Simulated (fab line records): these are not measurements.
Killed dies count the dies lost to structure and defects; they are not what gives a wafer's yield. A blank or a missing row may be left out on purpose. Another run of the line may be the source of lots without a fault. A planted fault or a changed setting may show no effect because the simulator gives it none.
A single fault, viewed from 2 desks | flow sky130 | each desk holds nothing but its own numbers, with what lay behind them at the end

## FROM THE METROLOGY DESK
Lot by lot, what the gauges showed, no matter which tool ran the lot: averages of those sampled wafers that carry a number. A lot is out of limits, marked OUT, if its mean lies more than 4 standard deviations from the usual mean; the brackets give that distance.
Columns: A = cd_nm at SKY_SONOS_ONO_CD_MEAS_13, usual 409.9 nm; B = cd_nm at SKY_POLY_GATE_CD_MEAS_22, usual 150.1 nm; C = LDD_N_TW at SKY_LDD_N_TW_MEAS_17, usual 2583
lot  | first seen here | A     | B     | C
L483 | day 14 02:13    | 405.7 | 152.1 | 2621
L484 | day 14 08:23    | 410.7 | 148.8 | 2539
L487 | day 15 09:03    | 413.0 | 150.6 | 2627
L488 | day 15 18:41    | 409.3 | 150.7 | 2589
L491 | day 16 13:37    | 409.7 | 147.0 | 2590
L494 | day 17 18:02    | 410.2 | 150.9 | 2589
L495 | day 18 04:48    | 408.6 | 149.7 | 2894 (+10) OUT
L497 | day 18 23:56    | 407.7 | 151.0 | 2888 (+9.8) OUT
L500 | day 19 21:42    | 410.4 | 152.1 | 2597
L501 | day 20 07:08    | 406.0 | 151.2 | 2603
L502 | day 21 18:16    | 411.3 | 152.1 | 2599
Per this desk, out of limits: L495, L497; the first was L495, day 23 17:14 (LDD_N_TW at SKY_LDD_N_TW_MEAS_17). L483, L484, L487, L488, L491, L494, L500, L501, L502 stayed within limits.

## DESK OF THE TOOL OWNER: implanter-04
The tool's own readings at SKY_LDD_N_IMPLANT_10: means of the sampled wafers that have a number, for each lot that ran on this tool. A lot is out of limits, marked OUT, if its mean lies more than 4 standard deviations from the usual mean; the brackets give that distance.
Columns: A = beam_on_s at SKY_LDD_N_IMPLANT_10, usual 10.00 s; B = dose_ions_cm2 at SKY_LDD_N_IMPLANT_10, usual 7.5e+13; C = faraday_current_uA at SKY_LDD_N_IMPLANT_10, usual 423
lot  | first seen here | A                       | B                         | C
L488 | day 21 06:58    | 9.86                    | 7.5e+13                   | 429
L491 | day 22 05:13    | 10.08                   | 7.5e+13                   | 420
L494 | day 23 08:19    | 10.02                   | 7.5e+13                   | 422
L495 | day 23 16:14    | 41.39 (+99 or more) OUT | 4.0e+14 (+99 or more) OUT | 545 (+14) OUT
L497 | day 24 14:59    | 41.37 (+99 or more) OUT | 4.0e+14 (+99 or more) OUT | 543 (+14) OUT
This desk's finding: out of limits on L495, L497; first on L495, day 23 16:14 (beam_on_s at SKY_LDD_N_IMPLANT_10). L488, L491, L494 stayed within limits.

## BROUGHT TOGETHER
An alarm could have come from the tool owner's desk at day 23 16:14, on L495, L497.
L495, L497 would have let the metrology desk raise an alarm at day 23 17:14.
Of the lots named, all ran SKY_LDD_N_IMPLANT_10 on implanter-04.

## WHAT THE SIMULATOR HAD PUT IN
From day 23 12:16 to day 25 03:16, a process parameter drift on implanter-04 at SKY_LDD_N_IMPLANT_10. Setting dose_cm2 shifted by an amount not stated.
Lots struck among those shown: L495, L497.
Fault start to first reading out of limits, in hours, per desk: tool owner, 4; metrology, 5.
